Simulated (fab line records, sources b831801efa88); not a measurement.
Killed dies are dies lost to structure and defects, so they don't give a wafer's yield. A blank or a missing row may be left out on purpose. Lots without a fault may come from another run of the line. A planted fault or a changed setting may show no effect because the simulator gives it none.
One fault seen from 2 desks | flow sky130 | each desk has only its own numbers; what lay behind them comes last

THE TOOL OWNER'S DESK: rie_diel-04
The tool's own readings at SKY_CONTACT_ETCH_18 (etches Si3N4 in CHF3/O2, stops on TiN, time 39 s, target depth 75 nm): means of the sampled wafers that have a number, for each lot that ran on this tool. A lot is out of limits, marked OUT, if its mean lies more than 4 standard deviations from the usual mean; the brackets give that distance.
Columns: A = drypump_motor_current_A at SKY_CONTACT_ETCH_18, usual 5.7 A; B = oes_product_au at SKY_CONTACT_ETCH_18, usual 0.854 a.u.; C = throttle_valve_pct at SKY_CONTACT_ETCH_18, usual 8.793 %
lot  | first seen here | A   | B     | C
L439 | day 32 11:00    | 5.7 | 0.856 | 8.795
L441 | day 33 08:00    | 5.5 | 0.855 | 8.799
L442 | day 33 15:00    | 5.2 | 0.854 | 8.787
L445 | day 34 13:00    | 5.5 | 0.852 | 8.790
L448 | day 35 15:00    | 6.1 | 0.854 | 8.797
L450 | day 35 22:00    | 5.5 | 0.844 | 8.782
L451 | day 36 19:00    | 5.4 | 0.852 | 8.797
This desk's finding: nothing out of limits on any of the 7 lots.

THE METROLOGY DESK
What the gauges read, lot by lot, whatever tool the lot ran on: means of the sampled wafers that have a number. A lot is out of limits, marked OUT, if its mean lies more than 4 standard deviations from the usual mean; the brackets give that distance.
Columns: A = CONTACT_W_RS at SKY_CONTACT_RS_MEAS_25, usual 0.341 ohm/sq
lot  | first seen here | A
L439 | day 32 12:22    | 0.343
L440 | day 32 18:00    | 0.345
L441 | day 33 09:47    | 0.341
L442 | day 33 16:47    | 0.337
L444 | day 34 04:21    | 0.341
L445 | day 34 14:44    | 0.341
L448 | day 35 16:41    | 0.343
L450 | day 35 22:55    | 0.340
L451 | day 36 19:56    | 0.343
L452 | day 37 03:46    | 0.346
L460 | day 39 04:43    | 0.341
L459 | day 39 08:04    | 0.337
This desk's finding: nothing out of limits on any of the 12 lots.

PUT TOGETHER
The tool owner's desk saw nothing out of limits.
The metrology desk saw nothing out of limits.

WHAT THE SIMULATOR HAD PUT IN
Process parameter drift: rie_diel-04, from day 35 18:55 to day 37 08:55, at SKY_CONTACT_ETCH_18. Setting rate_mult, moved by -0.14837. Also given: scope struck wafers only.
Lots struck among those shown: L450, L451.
